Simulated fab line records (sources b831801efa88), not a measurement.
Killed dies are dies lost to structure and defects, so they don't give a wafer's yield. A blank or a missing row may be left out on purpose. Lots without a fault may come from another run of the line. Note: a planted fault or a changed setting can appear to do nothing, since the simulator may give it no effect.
Chamber matching :: flow gf180mcu :: cmp-01 running GF_V4_CMP_04: 4 sister chambers
The step polishes SiO2. 24 wafers are shown with their chamber, then 12 later ones without.

== EACH WAFER AND ITS CHAMBER ==
wafer: L076.2
chamber: 3
motorCurrentA (A): 12.9
retainingRingPressureFrac: 1.003
timeToEndpointS (s): 78

wafer: L076.3
chamber: 0
motorCurrentA (A): 10.9
retainingRingPressureFrac: 1.009
timeToEndpointS (s): 73

wafer: L076.5
chamber: 1
motorCurrentA (A): 11.9
retainingRingPressureFrac: 1.002
timeToEndpointS (s): 82

wafer: L079.1
chamber: 0
motorCurrentA (A): 11.0
retainingRingPressureFrac: 1.003
timeToEndpointS (s): 79

wafer: L079.3
chamber: 2
motorCurrentA (A): 11.0
retainingRingPressureFrac: 0.999
timeToEndpointS (s): 73

wafer: L079.4
chamber: 1
motorCurrentA (A): 11.8
retainingRingPressureFrac: 1.001
timeToEndpointS (s): 82

wafer: L081.1
chamber: 1
motorCurrentA (A): 11.8
retainingRingPressureFrac: 0.997
timeToEndpointS (s): 77

wafer: L081.4
chamber: 0
motorCurrentA (A): 11.4
retainingRingPressureFrac: 0.996
timeToEndpointS (s): 82

wafer: L081.6
chamber: 3
motorCurrentA (A): 12.9
retainingRingPressureFrac: 1.012
timeToEndpointS (s): 84

wafer: L083.1
chamber: 2
motorCurrentA (A): 11.2
retainingRingPressureFrac: 0.997
timeToEndpointS (s): 75

wafer: L083.5
chamber: 2
motorCurrentA (A): 10.7
retainingRingPressureFrac: 0.992
timeToEndpointS (s): 81

wafer: L083.6
chamber: 3
motorCurrentA (A): 13.6
retainingRingPressureFrac: 1.001
timeToEndpointS (s): 79

wafer: L084.1
chamber: 3
motorCurrentA (A): 12.5
retainingRingPressureFrac: 1.003
timeToEndpointS (s): 75

wafer: L084.5
chamber: 2
motorCurrentA (A): 11.4
retainingRingPressureFrac: 0.994
timeToEndpointS (s): 85

wafer: L084.6
chamber: 1
motorCurrentA (A): 12.1
retainingRingPressureFrac: 1.008
timeToEndpointS (s): 85

wafer: L089.2
chamber: 2
motorCurrentA (A): 10.9
retainingRingPressureFrac: 1.005
timeToEndpointS (s): 78

wafer: L089.3
chamber: 0
motorCurrentA (A): 10.8
retainingRingPressureFrac: 1.004
timeToEndpointS (s): 81

wafer: L089.5
chamber: 1
motorCurrentA (A): 12.3
retainingRingPressureFrac: 0.996
timeToEndpointS (s): 88

wafer: L090.2
chamber: 3
motorCurrentA (A): 12.6
retainingRingPressureFrac: 0.994
timeToEndpointS (s): 78

wafer: L090.3
chamber: 1
motorCurrentA (A): 11.7
retainingRingPressureFrac: 1.002
timeToEndpointS (s): 82

wafer: L090.5
chamber: 3
motorCurrentA (A): 12.4
retainingRingPressureFrac: 1.004
timeToEndpointS (s): 88

wafer: L091.2
chamber: 3
motorCurrentA (A): 13.2
retainingRingPressureFrac: 1.006
timeToEndpointS (s): 81

wafer: L091.4
chamber: 2
motorCurrentA (A): 10.8
retainingRingPressureFrac: 0.998
timeToEndpointS (s): 81

wafer: L091.5
chamber: 3
motorCurrentA (A): 12.7
retainingRingPressureFrac: 1.009
timeToEndpointS (s): 80

SIGNATURES (averages over the wafers above)
reading: motorCurrentA
chamber 0: 11.025
chamber 1: 11.933
chamber 2: 11.000
chamber 3: 12.850
scatter within a chamber: 0.308

reading: retainingRingPressureFrac
chamber 0: 1.00300
chamber 1: 1.00100
chamber 2: 0.99750
chamber 3: 1.00400
scatter within a chamber: 0.00492

reading: timeToEndpointS
chamber 0: 78.75
chamber 1: 82.67
chamber 2: 78.83
chamber 3: 80.38
scatter within a chamber: 4.04
Rule: a wafer lies at a distance from a chamber equal to the root of the sum of squares, over the readings, of (its reading less the chamber's mean, divided by the reading's scatter). If the next closest chamber is less than 2 further off than the closest, the wafer can't be placed; otherwise it belongs to the closest. The scatter: take each reading less its chamber's mean, square it, sum over the shown wafers, divide by the number of wafers less the number of chambers, and take the root.

== WAFERS WHOSE CHAMBER IS MISSING ==
wafer: L093.1
motorCurrentA (A): 11.3
retainingRingPressureFrac: 0.994
timeToEndpointS (s): 82

wafer: L093.3
motorCurrentA (A): 11.8
retainingRingPressureFrac: 0.993
timeToEndpointS (s): 83

wafer: L093.4
motorCurrentA (A): 12.8
retainingRingPressureFrac: 1.008
timeToEndpointS (s): 87

wafer: L095.1
motorCurrentA (A): 12.1
retainingRingPressureFrac: 0.992
timeToEndpointS (s): 75

wafer: L095.4
motorCurrentA (A): 11.1
retainingRingPressureFrac: 1.008
timeToEndpointS (s): 78

wafer: L095.6
motorCurrentA (A): 11.0
retainingRingPressureFrac: 0.995
timeToEndpointS (s): 83

wafer: L096.2
motorCurrentA (A): 12.1
retainingRingPressureFrac: 1.004
timeToEndpointS (s): 82

wafer: L096.4
motorCurrentA (A): 12.8
retainingRingPressureFrac: 1.001
timeToEndpointS (s): 90

wafer: L096.5
motorCurrentA (A): 10.5
retainingRingPressureFrac: 1.008
timeToEndpointS (s): 88

wafer: L097.2
motorCurrentA (A): 11.5
retainingRingPressureFrac: 1.000
timeToEndpointS (s): 84

wafer: L097.4
motorCurrentA (A): 10.9
retainingRingPressureFrac: 1.007
timeToEndpointS (s): 84

wafer: L097.5
motorCurrentA (A): 11.9
retainingRingPressureFrac: 0.999
timeToEndpointS (s): 88

== THE CHAMBER EACH PASSED THROUGH ==
wafer: L093.1
from the rows above: can't be placed: 2 or 0 or 1
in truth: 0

wafer: L093.3
from the rows above: can't be placed: 1 or 2 or 0
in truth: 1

wafer: L093.4
from the rows above: can't be placed: 3 or 1
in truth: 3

wafer: L095.1
from the rows above: can't be placed: 1 or 3 or 2 or 0
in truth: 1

wafer: L095.4
from the rows above: can't be placed: 0 or 2
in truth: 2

wafer: L095.6
from the rows above: can't be placed: 2 or 0
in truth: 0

wafer: L096.2
from the rows above: can't be placed: 1 or 3
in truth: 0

wafer: L096.4
from the rows above: can't be placed: 3 or 1
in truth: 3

wafer: L096.5
from the rows above: can't be placed: 0 or 2
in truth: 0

wafer: L097.2
from the rows above: can't be placed: 1 or 0 or 2
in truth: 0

wafer: L097.4
from the rows above: can't be placed: 0 or 2 or 1
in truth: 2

wafer: L097.5
from the rows above: 1
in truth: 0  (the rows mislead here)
0 of 12 placed correctly. Unplaceable from these rows: 11, with the true chamber sitting among the candidates in 10. 1 placed wrongly.
